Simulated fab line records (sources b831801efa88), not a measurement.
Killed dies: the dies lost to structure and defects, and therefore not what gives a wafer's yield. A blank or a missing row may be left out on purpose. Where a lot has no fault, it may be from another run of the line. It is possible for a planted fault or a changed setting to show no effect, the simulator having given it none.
What tool caused it? | flow sky130 | Sampling: 12 lots, 36 wafers, 5 of 708 route steps

## WHAT THE GAUGES SHOWED, per wafer
Not one reading of a measure or inspect step in the record can be checked against a usual standard deviation.

## EACH LOT AND THE TOOL THAT RAN IT (in order: tool; ch and the chambers of the sampled wafers; start)
lot  | SKY_METAL2_DESCUM_17              | SKY_METAL2_ETCH_18                | SKY_VIA2_CVD_21               | SKY_CAPM_SPUTTER_02          | SKY_PAD_OPEN_PROBE_99
L336 | rie metal-04 ch 0,1, day 35 19:47 | rie metal-04 ch 0,1, day 35 19:50 | cvd w-01 ch 0,1, day 37 00:09 | pvd sputter-03, day 37 01:00 | -
L337 | rie metal-03 ch 0,1, day 36 01:50 | rie metal-03 ch 0,1, day 36 01:53 | cvd w-01 ch 0,1, day 37 05:51 | pvd sputter-04, day 37 06:40 | -
L338 | rie metal-01 ch 0,1, day 36 03:09 | rie metal-01 ch 0,1, day 36 03:11 | cvd w-01 ch 0,1, day 37 07:12 | pvd sputter-03, day 37 08:14 | -
L339 | rie metal-04 ch 0,1, day 36 12:33 | rie metal-04 ch 0,1, day 36 12:35 | cvd w-02 ch 0,1, day 37 16:32 | pvd sputter-03, day 37 17:23 | prober-02, day 46 20:13
L340 | rie metal-03 ch 1, day 36 19:49   | rie metal-03 ch 1, day 36 19:54   | cvd w-01 ch 0,1, day 38 00:13 | pvd sputter-03, day 38 01:01 | -
L341 | rie metal-03 ch 1, day 37 04:18   | rie metal-03 ch 1, day 37 04:23   | cvd w-01 ch 0,1, day 38 08:24 | pvd sputter-03, day 38 09:12 | prober-02, day 47 10:10
L342 | rie metal-04 ch 0,1, day 37 16:33 | rie metal-04 ch 0,1, day 37 16:35 | cvd w-02 ch 0,1, day 38 20:05 | pvd sputter-03, day 38 20:56 | prober-01, day 47 18:20
L344 | rie metal-04 ch 0,1, day 37 23:51 | rie metal-04 ch 0,1, day 37 23:53 | cvd w-02 ch 0, day 39 03:07   | pvd sputter-03, day 39 04:25 | prober-01, day 48 01:28
L349 | rie metal-04 ch 0,1, day 39 10:33 | rie metal-04 ch 0,1, day 39 10:35 | cvd w-02 ch 0,1, day 40 13:23 | pvd sputter-03, day 40 14:14 | prober-02, day 49 02:32
L350 | rie metal-04 ch 0,1, day 39 23:02 | rie metal-04 ch 0,1, day 39 23:05 | cvd w-02 ch 0,1, day 41 02:03 | pvd sputter-03, day 41 02:51 | -
L353 | rie metal-03 ch 0,1, day 40 09:53 | rie metal-03 ch 0,1, day 40 09:55 | cvd w-02 ch 0,1, day 41 12:15 | pvd sputter-03, day 41 13:06 | prober-02, day 49 20:11
L354 | rie metal-03 ch 0, day 41 02:50   | rie metal-03 ch 0, day 41 02:53   | cvd w-02 ch 0,1, day 42 05:34 | pvd sputter-04, day 42 06:25 | prober-01, day 50 06:35
- SKY_METAL2_DESCUM_17: chemistry O2, time 8 s.
- SKY_METAL2_ETCH_18: etches BARC in N2/H2, stops on SiO2, time 45.9 s, target depth 60 nm.
- SKY_VIA2_CVD_21: deposits W, target thk 420 nm, time 126.4 s.
- SKY_CAPM_SPUTTER_02: material TiN, target thk 200 nm, time 166.7 s.
- SKY_PAD_OPEN_PROBE_99

## WHAT THE TOOLS THEMSELVES READ (means of the sampled wafers that have a number; where no wafer has one, the mark that the record gives instead)
SKY_METAL2_DESCUM_17. Usual: drypump motor current A 5.8 A, standard deviation 0.49; oes product au 1.000 a.u., standard deviation 0.012.
lot  | tool         | drypump motor current A (A) | oes product au (a.u.) | flag
L336 | rie metal-04 | 6.1                         | 1.005                 |
L337 | rie metal-03 | 5.7                         | 0.997                 |
L338 | rie metal-01 | 6.2                         | 1.006                 |
L339 | rie metal-04 | 5.7                         | 1.000                 |
L340 | rie metal-03 | 5.9                         | 0.984                 |
L341 | rie metal-03 | 5.9                         | 0.992                 |
L342 | rie metal-04 | 6.0                         | 1.008                 |
L344 | rie metal-04 | 5.7                         | 1.000                 |
L349 | rie metal-04 | 6.1                         | 1.006                 |
L350 | rie metal-04 | 5.7                         | 1.002                 |
L353 | rie metal-03 | 5.4                         | 1.001                 |
L354 | rie metal-03 | 5.2                         | 1.002                 |

SKY_METAL2_ETCH_18. Usual: drypump motor current A 5.8 A, standard deviation 0.49; oes product au 0.854 a.u., standard deviation 0.0047; throttle valve pct 13.225 %, standard deviation 0.01.
lot  | tool         | drypump motor current A (A) | oes product au (a.u.) | throttle valve pct (%) | flag
L336 | rie metal-04 | 6.1                         | 0.855                 | 13.226                 |
L337 | rie metal-03 | 5.7                         | 0.856                 | 13.226                 |
L338 | rie metal-01 | 6.2                         | 0.854                 | 13.242                 |
L339 | rie metal-04 | 5.7                         | 0.855                 | 13.229                 |
L340 | rie metal-03 | 6.0                         | 0.855                 | 13.227                 |
L341 | rie metal-03 | 5.9                         | 0.854                 | 13.216                 |
L342 | rie metal-04 | 6.1                         | 0.855                 | 13.230                 |
L344 | rie metal-04 | 5.7                         | 0.849                 | 13.229                 |
L349 | rie metal-04 | 6.1                         | 0.856                 | 13.233                 |
L350 | rie metal-04 | 5.7                         | 0.855                 | 13.225                 |
L353 | rie metal-03 | 5.5                         | 0.857                 | 13.236                 |
L354 | rie metal-03 | 5.2                         | 0.852                 | 13.226                 |

SKY_VIA2_CVD_21. Usual: chamber pressure Torr 40.01 Torr, standard deviation 0.09; heater power w 852 W, standard deviation 93.
lot  | tool     | chamber pressure Torr (Torr) | heater power w (W) | flag
L336 | cvd w-01 | 40.03                        | 836                |
L337 | cvd w-01 | 39.97                        | 858                |
L338 | cvd w-01 | 39.91                        | 864                |
L339 | cvd w-02 | 40.05                        | 908                |
L340 | cvd w-01 | 40.05                        | 855                |
L341 | cvd w-01 | 40.00                        | 837                |
L342 | cvd w-02 | 39.94                        | 819                |
L344 | cvd w-02 | 40.03                        | 750                |
L349 | cvd w-02 | 39.99                        | 829                |
L350 | cvd w-02 | 40.02                        | 912                |
L353 | cvd w-02 | 39.07                        | 903                | OFF
L354 | cvd w-02 | 39.46                        | 848                | OFF

SKY_CAPM_SPUTTER_02. Usual: throttle valve pct at 29.4 %, with a standard deviation of 0.82.
lot  | tool           | throttle valve pct (%) | flag
L336 | pvd sputter-03 | 29.3                   |
L337 | pvd sputter-04 | 29.0                   |
L338 | pvd sputter-03 | 29.4                   |
L339 | pvd sputter-03 | 29.4                   |
L340 | pvd sputter-03 | 29.0                   |
L341 | pvd sputter-03 | 28.6                   |
L342 | pvd sputter-03 | 29.4                   |
L344 | pvd sputter-03 | 29.7                   |
L349 | pvd sputter-03 | 29.4                   |
L350 | pvd sputter-03 | 29.7                   |
L353 | pvd sputter-03 | 30.0                   |
L354 | pvd sputter-04 | 29.2                   |

SKY_PAD_OPEN_PROBE_99. Usual: defect limited yield 82.3 %, standard deviation 2; killed_at_M0_to_M3 44, standard deviation 7; killed_at_M4_up 3.1, standard deviation 1.8; killed at contacts 25, standard deviation 5.1; killed at front end 15, standard deviation 4.3; killed at other 0.3, standard deviation 0.61; killed dies 87, standard deviation 9.8; killed open 48, standard deviation 7; killed short 38, standard deviation 6.3; sort_bin_3_pad_short 0.9 %, standard deviation 0.39; sort_bin_5_function 10.3 %, standard deviation 1.5; sort_bin_6_memory 6.5 %, standard deviation 1.2; sort n pass 405, standard deviation 9.8; sort yield pct 82.3 %, standard deviation 2.
lot  | tool      | defect limited yield (%) | killed_at_M0_to_M3 | killed_at_M4_up | killed at contacts | killed at front end | killed at other | killed dies | killed open | killed short | sort_bin_3_pad_short (%) | sort_bin_5_function (%) | sort_bin_6_memory (%) | sort n pass | sort yield pct (%) | flag
L339 | prober-02 | 83.7                     | 40                 | 3.0             | 22                 | 15                  | 0.7             | 80          | 41          | 39           | 0.7                      | 9.4                     | 6.1                   | 412         | 83.7               |
L341 | prober-02 | 82.2                     | 43                 | 4.7             | 22                 | 17                  | 0.7             | 88          | 50          | 37           | 0.6                      | 10.8                    | 6.4                   | 404         | 82.2               |
L342 | prober-01 | 81.4                     | 47                 | 4.0             | 23                 | 18                  | 0.0             | 92          | 49          | 42           | 0.7                      | 10.9                    | 7.0                   | 400         | 81.4               |
L344 | prober-01 | 82.3                     | 50                 | 3.0             | 19                 | 14                  | 0.3             | 87          | 49          | 38           | 1.0                      | 9.8                     | 6.8                   | 405         | 82.3               |
L349 | prober-02 | 82.8                     | 40                 | 3.3             | 24                 | 17                  | 0.3             | 85          | 44          | 40           | 1.1                      | 9.5                     | 6.6                   | 407         | 82.8               |
L353 | prober-02 | 83.3                     | 40                 | 2.3             | 26                 | 13                  | 0.0             | 82          | 50          | 32           | 0.8                      | 10.6                    | 5.2                   | 410         | 83.3               |
L354 | prober-01 | 82.4                     | 43                 | 3.3             | 24                 | 15                  | 0.7             | 86          | 46          | 40           | 0.9                      | 10.0                    | 6.6                   | 406         | 82.4               |

## THE ANSWER, worked out from the rows above alone
Rule: a lot is off if the mean of its wafers that have a number lies more than 3 standard deviations from the usual mean. Also off: a lot with no number at a reading for which 4 or more lots have one. Any other lot the step has rows for is counted as sound. First the gauges in route order, then the tools' own readings, where a lot's mean is used as printed above. The first step at which some lot is off is used, and at that step the reading that is off furthest; a lot without a number counts as furthest.
Off: L353, L354, at SKY_VIA2_CVD_21 (chamber pressure Torr).
A tool fits if, at that step or a process step before it, it ran every lot that is off, and no sound lot after the first of them. Undecided on this evidence; 2 tools fit (rie metal-03 at SKY_METAL2_DESCUM_17 and SKY_METAL2_ETCH_18, cvd w-02 at SKY_VIA2_CVD_21).

## WHAT THE SIMULATOR HAD PUT IN
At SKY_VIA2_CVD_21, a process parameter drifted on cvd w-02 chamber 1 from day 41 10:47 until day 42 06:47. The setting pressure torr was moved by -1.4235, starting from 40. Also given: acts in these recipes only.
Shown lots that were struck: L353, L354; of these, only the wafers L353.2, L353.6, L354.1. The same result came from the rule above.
